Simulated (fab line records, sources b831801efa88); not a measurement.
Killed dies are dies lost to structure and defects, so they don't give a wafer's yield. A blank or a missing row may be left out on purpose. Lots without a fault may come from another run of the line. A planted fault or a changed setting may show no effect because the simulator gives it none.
A struck lot beside a sound one | flow sfq_line | 28 steps out of a route of 325
Sound: wafers L186.4, L186.5, L186.6. Struck: wafer L193.1. (L193.2, L193.5 of the same lot were not struck and are left out.) The cause comes at the end.
At each step with rows: each side's tool, then ch and its chambers, then its first start. Under that, the readings that differ: sound wafers | struck wafers | difference of the means | sigmas: that difference in standard deviations of wafers without a fault.
alike: readings whose means differ by less than 2 such deviations, and words and numbers that are the same on both sides. not compared: withheld readings, readings that some wafer has no value for, bounds like >300 that may hide the same value, and numbers for which the record gives no deviation and whose values overlap.
The two part at a step that has a row with sigmas, a row that says differs or no value, or rows on one side only. Numbers that don't overlap but have no deviation are shown without sigmas and don't part them. A reading that every wafer of one side lacks parts them only if that side has two wafers or more.

first, 6 steps without rows for these wafers: SFQ_TRILAYER_M1_LITHO_COAT_044 (resist thk 62 nm); SFQ_TRILAYER_M1_LITHO_COAT_039 (resist thk 600 nm); SFQ_TRILAYER_M1_LITHO_SOFTBAKE_043; SFQ_TRILAYER_M1_LITHO_EXPOSE_040 (exposes mask M1, target cd 500 nm); SFQ_TRILAYER_M1_LITHO_PEB_042 (peb time 60 s); SFQ_TRILAYER_M1_LITHO_DEVELOP_041 (time 60 s).
SFQ_M1_OVL_MEAS_911:
  sound on overlay-01, day 13 20:18; struck on overlay-02, day 16 19:44
  alike: M1_OVL
then, 2 steps without rows for these wafers: SFQ_TRILAYER_M1_BARC_OPEN_METAL_ETCH_054 (etches BARC in O2, target depth 125 nm, time 41.7 s); SFQ_TRILAYER_M1_ETCH_METAL_ETCH_042 (etches Nb in Cl2/Ar, stops on SiO2, target depth 240 nm, time 120 s).
SFQ_TRILAYER_M1_STRIP_STRIP_043: strips in O2.
  sound on rie_metal-01 ch 0, day 13 21:08; struck on rie_metal-04 ch 0, day 16 19:57
  reading                | sound | struck | difference                   | sigmas
  rf_hours_counter_h (h) | - - - | 51     | no value on the sound wafers |
  alike: chamber_pressure_mTorr, drypump_motor_current_A, oes_product_au
then, 1 step without rows for these wafers: SFQ_TRILAYER_M1_STRIP_SOLV_CLEAN_044 (cleans in NMP, time 600 s).
SFQ_TRILAYER_I1_DEP_PECVD_045: deposits SiO2 from SiH4/N2O, time 111.11 s, target thk 500 nm.
  sound on pecvd-01 ch 0,1,2, day 13 21:58; struck on pecvd-04 ch 0, day 16 20:44
  alike: heater_power_w, throttle_valve_pct
SFQ_TRILAYER_I1_CMP_CMP_046: polishes SiO2.
  sound on cmp-02 ch 2,3, day 14 02:28; struck on cmp-02 ch 0, day 16 21:48
  reading                                             | sound             | struck | difference | sigmas
  model.SiO2_of_TRILAYER_I1_DEP_PECVD_045.thk_nm (nm) | 197.1 198.5 199.4 | 186.9  | -11.4      |
  alike: motor_current_A, time_to_endpoint_s
SFQ_I1_BOW_MEAS_912:
  sound on film_metro-04, day 14 05:02; struck on film_metro-04, day 16 23:48
  alike: I1_BOW
SFQ_TRILAYER_I1_METRO_MEASURE_047:
  sound on film_metro-04, day 14 05:41; struck on film_metro-04, day 16 23:55
  reading     | sound             | struck | difference | sigmas
  thk_nm (nm) | 197.0 198.5 199.4 | 186.9  | -11.4      | -9
then, 6 steps without rows for these wafers: SFQ_TRILAYER_I1_VIA_LITHO_COAT_054 (resist thk 62 nm); SFQ_TRILAYER_I1_VIA_LITHO_COAT_049 (resist thk 650 nm); SFQ_TRILAYER_I1_VIA_LITHO_SOFTBAKE_053; SFQ_TRILAYER_I1_VIA_LITHO_EXPOSE_050 (exposes mask I1, target cd 500 nm); SFQ_TRILAYER_I1_VIA_LITHO_PEB_052 (peb time 60 s); SFQ_TRILAYER_I1_VIA_LITHO_DEVELOP_051 (time 60 s).
-- the record jumps here: 4 days lie between the struck wafers' starts before and after --
SFQ_I1_OVL_MEAS_913:
  sound on overlay-01, day 17 20:55; struck on overlay-01, day 20 19:15
  alike: I1_OVL
SFQ_TRILAYER_I1_VIA_BARC_OPEN_VIA_ETCH_071: etches BARC in O2, target depth 125 nm, time 41.7 s.
  sound on rie_diel-03 ch 2,3, day 17 20:56; struck on rie_diel-03 ch 1, day 20 19:17
  alike: chamber_pressure_mTorr, drypump_motor_current_A, oes_product_au
  not compared: rf_hours_counter_h
SFQ_TRILAYER_I1_VIA_ETCH_VIA_ETCH_052: etches SiO2 in CHF3, stops on Nb, target depth 260 nm.
  sound on rie_diel-03 ch 2,3, day 17 20:59; struck on rie_diel-03 ch 1, day 20 19:20
  reading                        | sound             | struck | difference | sigmas
  drypump_motor_current_A (A)    | 4.9 4.9 6.2       | 6.4    | +1.1       | +2
  oes_product_au (a.u.)          | 0.850 0.849 0.857 | 0.813  | -0.039     | -7
  model.etch.depth_nm (nm)       | 197.1 198.5 199.4 | 186.9  | -11.4      |
  model.I1.feature_depth_nm (nm) | 197.1 198.5 199.4 | 186.9  | -11.4      |
  alike: chamber_pressure_mTorr
SFQ_TRILAYER_I1_VIA_STRIP_STRIP_053: strips in O2.
  sound on rie_metal-03 ch 0,1, day 17 21:17; struck on rie_metal-02 ch 1, day 20 19:26
  reading                | sound | struck | difference                   | sigmas
  rf_hours_counter_h (h) | - - - | 72     | no value on the sound wafers |
  alike: chamber_pressure_mTorr, drypump_motor_current_A, oes_product_au
then, 1 step without rows for these wafers: SFQ_TRILAYER_I1_VIA_STRIP_SOLV_CLEAN_054 (cleans in NMP, time 600 s).
SFQ_TRILAYER_M2_DEP_PRE_CLEAN_056: time 22.5 s.
  sound on pvd_sputter-03, day 17 21:52; struck on pvd_sputter-03, day 20 20:13
  reading                                             | sound           | struck | difference | sigmas
  model.SiO2_of_TRILAYER_I1_DEP_PECVD_045.thk_nm (nm) | 189.6 191 191.9 | 179.4  | -11.4      |
SFQ_TRILAYER_M2_DEP_SPUTTER_055: material Nb, target thk 200 nm, time 133.3 s.
  sound on pvd_sputter-03, day 17 21:53; struck on pvd_sputter-03, day 20 20:14
  alike: cathode_dc_power_W, throttle_valve_pct

WHERE THEY PART
First at SFQ_TRILAYER_M1_STRIP_STRIP_043; last, within this record, at SFQ_TRILAYER_I1_VIA_STRIP_STRIP_053. Later steps at which nothing parts them and some readings are alike: SFQ_TRILAYER_M2_DEP_SPUTTER_055.

WHY: what the simulator had put in
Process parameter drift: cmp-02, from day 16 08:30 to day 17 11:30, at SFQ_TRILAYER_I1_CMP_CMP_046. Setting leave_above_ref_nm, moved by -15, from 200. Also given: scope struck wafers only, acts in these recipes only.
